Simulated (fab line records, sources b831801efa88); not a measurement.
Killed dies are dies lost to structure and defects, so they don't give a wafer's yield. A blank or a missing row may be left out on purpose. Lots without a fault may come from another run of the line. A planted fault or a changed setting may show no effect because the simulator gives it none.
Which tool did it? | flow sky130 | 10 lots, 30 wafers sampled, at 5 steps of a route of 708

WHAT THE GAUGES READ, wafer by wafer
SKY_POLY_GATE_OVL_MEAS_14.
lot  | measured     | on         | POLY_GATE_OVL (nm)
L505 | day 16 10:05 | overlay-02 | 5 -2 9
L508 | day 17 10:20 | overlay-01 | 3 5 -2
L509 | day 17 17:11 | overlay-02 | 0 3 5
L510 | day 18 21:23 | overlay-02 | -1 -5 1
L511 | day 18 22:06 | overlay-01 | -9 0 -12
L520 | day 22 02:05 | overlay-02 | 1 5 5
L521 | day 22 08:40 | overlay-02 | -6 -9 -2
L524 | day 23 09:08 | overlay-02 | 1 7 6
L527 | day 24 15:42 | overlay-02 | -5 -9 4
L528 | day 25 01:25 | overlay-02 | 0 7 4

SKY_METAL2_RS_MEAS_05: measures by four-point-probe.
lot  | measured     | on            | METAL2_ALCU_RS (ohm/sq)
L505 | day 33 23:16 | film_metro-04 | 0.1259 0.1262 0.1258
L508 | day 35 01:34 | film_metro-01 | 0.1269 0.1292 0.1270
L509 | day 35 05:06 | film_metro-01 | 0.1275 0.1258 0.1267
L510 | day 36 06:41 | film_metro-02 | 0.1269 0.1267 0.1255
L511 | day 36 10:05 | film_metro-02 | 0.1268 0.1248 0.1271
L520 | day 38 23:25 | film_metro-02 | 0.1121 0.1267 0.1115
L521 | day 39 01:27 | film_metro-02 | 0.1260 0.1103 0.1253
L524 | day 39 23:23 | film_metro-04 | 0.1272 0.1282 0.1279
L527 | day 41 00:58 | film_metro-04 | 0.1262 0.1267 0.1269
L528 | day 41 04:32 | film_metro-02 | 0.1262 0.1285 0.1263

SKY_METAL2_THK_MEAS_06: measures by xrf.
lot  | measured     | on            | METAL2_ALCU_THK (nm)
L505 | day 33 23:22 | film_metro-04 | 249.8 249.9 253.6
L508 | day 35 01:41 | film_metro-01 | 249.2 247.5 250.6
L509 | day 35 05:13 | film_metro-01 | 248.7 252.8 249.7
L510 | day 36 06:49 | film_metro-02 | 248.5 248.9 250.2
L511 | day 36 10:11 | film_metro-02 | 248.9 252.8 250.6
L520 | day 38 23:32 | film_metro-02 | 271.3 247.6 273.1
L521 | day 39 01:34 | film_metro-02 | 249.2 274.5 253.0
L524 | day 39 23:31 | film_metro-04 | 250.6 249.1 249.5
L527 | day 41 01:04 | film_metro-04 | 248.8 250.3 249.2
L528 | day 41 04:38 | film_metro-02 | 246.9 243.2 249.8

WHICH TOOL RAN EACH LOT (tool, then ch and the chambers of the sampled wafers, then the start)
lot  | SKY_VIA1_ETCH_14                   | SKY_METAL2_SPUTTER_02
L505 | rie_diel-02 ch 0,1, day 33 21:41   | pvd_sputter-04, day 33 23:05
L508 | rie_diel-02 ch 0,2,3, day 35 00:07 | pvd_sputter-03, day 35 01:29
L509 | rie_diel-04 ch 0,1, day 35 03:38   | pvd_sputter-03, day 35 05:01
L510 | rie_diel-04 ch 0,1, day 36 05:14   | pvd_sputter-04, day 36 06:36
L511 | rie_diel-04 ch 0,1, day 36 08:37   | pvd_sputter-04, day 36 09:58
L520 | rie_diel-04 ch 0,1,2, day 38 21:58 | pvd_sputter-04, day 38 23:19
L521 | rie_diel-04 ch 0,2,3, day 38 23:59 | pvd_sputter-04, day 39 01:22
L524 | rie_diel-02 ch 1,2,3, day 39 21:56 | pvd_sputter-01, day 39 23:18
L527 | rie_diel-04 ch 0,1, day 40 23:28   | pvd_sputter-03, day 41 00:49
L528 | rie_diel-03 ch 0,1,3, day 41 03:01 | pvd_sputter-03, day 41 04:25
- SKY_VIA1_ETCH_14: etches BARC in N2/H2, stops on SiO2, time 45.9 s, target depth 60 nm.
- SKY_METAL2_SPUTTER_02: material AlCu, target thk 250 nm, time 13.3 s.

WHAT THE TOOLS THEMSELVES READ (means of the sampled wafers that have a number; where no wafer has one, the mark that the record gives instead)
SKY_VIA1_ETCH_14.
lot  | tool        | drypump_motor_current_A (A) | oes_product_au (a.u.) | throttle_valve_pct (%)
L505 | rie_diel-02 | 5.5                         | 0.852                 | 13.230
L508 | rie_diel-02 | 5.5                         | 0.854                 | 13.221
L509 | rie_diel-04 | 5.5                         | 0.855                 | 13.226
L510 | rie_diel-04 | 5.5                         | 0.856                 | 13.230
L511 | rie_diel-04 | 5.5                         | 0.853                 | 13.232
L520 | rie_diel-04 | 5.7                         | 0.849                 | 13.226
L521 | rie_diel-04 | 5.9                         | 0.853                 | 13.217
L524 | rie_diel-02 | 5.9                         | 0.852                 | 13.228
L527 | rie_diel-04 | 5.5                         | 0.858                 | 13.226
L528 | rie_diel-03 | 5.8                         | 0.854                 | 13.217

SKY_METAL2_SPUTTER_02.
lot  | tool           | chamber_pressure_pa (Pa) | throttle_valve_pct (%)
L505 | pvd_sputter-04 | 0.4001                   | 30.2
L508 | pvd_sputter-03 | 0.3999                   | 29.5
L509 | pvd_sputter-03 | 0.4002                   | 29.1
L510 | pvd_sputter-04 | 0.4010                   | 30.5
L511 | pvd_sputter-04 | 0.4002                   | 29.4
L520 | pvd_sputter-04 | 0.2774                   | 37.8
L521 | pvd_sputter-04 | 0.3384                   | 33.8
L524 | pvd_sputter-01 | 0.4003                   | 30.5
L527 | pvd_sputter-03 | 0.3999                   | 29.7
L528 | pvd_sputter-03 | 0.4000                   | 29.4

THE ANSWER, worked out from the rows above alone
Rule: what is usual is taken from the lots themselves. Put in order of their means at a reading, lots are off if they are a third of the lots or fewer, leave a main group of 4 or more, and stand apart from it by a gap of 3 or more times the standard deviation of the main group's means; of several such gaps the widest counts. A main group whose means are all the same, to the digits that the tables above print for the reading, isn't used. A lot without any number at a reading at which 4 lots or more have one is off too. The other lots that the step has rows for count as sound. The gauges are gone through in route order, then the tools' own readings, and for those a lot's mean is taken as printed above. The first step at which some lot is off is used, and at that step the reading that is off furthest; a lot without a number counts as furthest.
Off: L520, L521, at SKY_METAL2_RS_MEAS_05 (METAL2_ALCU_RS). The main group: mean 0.1268 ohm/sq, standard deviation 0.00062.
A tool fits if, at a process step before that reading, it ran every lot that is off, and no sound lot after the first of them. The gauges at SKY_METAL2_RS_MEAS_05 aren't tried: what is off there is off at SKY_METAL2_SPUTTER_02 too, on other tools, and a gauge's error can't cause that. One fits: pvd_sputter-04 at SKY_METAL2_SPUTTER_02. Its last sound lot is L511 (day 36 09:58), its first lot that is off L520 (day 38 23:19): a fault that began between those two fits.
The tool's own readings at SKY_METAL2_SPUTTER_02 bear it out: on the lots that are off they differ by more than 5 times the standard deviation of the sound lots' means. chamber_pressure_pa reads 0.3079 Pa there against 0.4002 Pa on the sound lots; throttle_valve_pct reads 35.8 % there against 29.8 % on the sound lots.

WHAT THE SIMULATOR HAD PUT IN
Process parameter drift: pvd_sputter-04, from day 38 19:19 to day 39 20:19, at SKY_METAL2_SPUTTER_02. Setting chamber_pressure_pa, moved by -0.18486, from 0.4. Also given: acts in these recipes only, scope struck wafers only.
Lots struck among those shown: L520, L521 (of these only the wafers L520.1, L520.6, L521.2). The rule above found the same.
